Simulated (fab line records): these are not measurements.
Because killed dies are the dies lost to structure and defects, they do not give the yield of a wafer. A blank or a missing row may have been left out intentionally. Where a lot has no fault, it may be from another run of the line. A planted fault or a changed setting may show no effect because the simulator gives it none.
Which tool did it?	flow sfqLine	21 wafers from 7 lots sampled at 2 of the route's 325 steps

== WHAT THE GAUGES READ, wafer by wafer ==
SFQ_M5_OVL_MEAS_932.
lot	measured	on	M5_OVL (nm)
L886	day 52 09:46	overlay-02	-2 2 5
L888	day 52 12:11	overlay-02	-1 -2 -5
L894	day 55 18:50	overlay-02	131 140 136
L900	day 62 04:22	overlay-01	3 -3 -4
L903	day 62 07:58	overlay-01	6 3 5
L906	day 67 09:05	overlay-01	5 -3 -3
L908	day 68 13:06	overlay-01	-5 3 4

== WHICH TOOL RAN EACH LOT (tool, then ch and the chambers of the sampled wafers, then the start) ==
lot	SFQ_TRILAYER_M5_LITHO_EXPOSE_124
L886	krfScanner-01 ch 0, day 52 08:16
L888	krfScanner-01 ch 0, day 52 10:52
L894	krfScanner-01 ch 0, day 55 17:20
L900	krfScanner-02 ch 0, day 62 03:16
L903	krfScanner-02 ch 0, day 62 06:28
L906	krfScanner-02 ch 0, day 67 07:47
L908	krfScanner-02 ch 0, day 68 11:59
- SFQ_TRILAYER_M5_LITHO_EXPOSE_124: exposes mask M5, target cd 700 nm.

== THE ANSWER, worked out from the rows above alone ==
Rule: the lots themselves supply what counts as usual. Put in order of their means at a reading, lots are off if they are a third of the lots or fewer, leave a main group of 4 or more, and stand apart from it by a gap of 3 or more times the standard deviation of the main group's means; of several such gaps the widest counts. The tables above print the reading to a certain number of digits; a main group whose means all agree to those digits is not used. A lot without any number at a reading at which 4 lots or more have one is off too. Any other lot the step has rows for is counted as sound.
Off: L894, seen at SFQ_M5_OVL_MEAS_932 (M5_OVL). Main group: mean 0 nm, sd 2.3.
A tool fits if, at a process step before that reading, it ran every lot that is off, and no sound lot after the first of them. The gauges at SFQ_M5_OVL_MEAS_932 are tried like those tools. This does not decide it: 2 tools fit, namely krfScanner-01 at SFQ_TRILAYER_M5_LITHO_EXPOSE_124 and overlay-02 at SFQ_M5_OVL_MEAS_932.

== WHAT WAS PUT IN BY THE SIMULATOR ==
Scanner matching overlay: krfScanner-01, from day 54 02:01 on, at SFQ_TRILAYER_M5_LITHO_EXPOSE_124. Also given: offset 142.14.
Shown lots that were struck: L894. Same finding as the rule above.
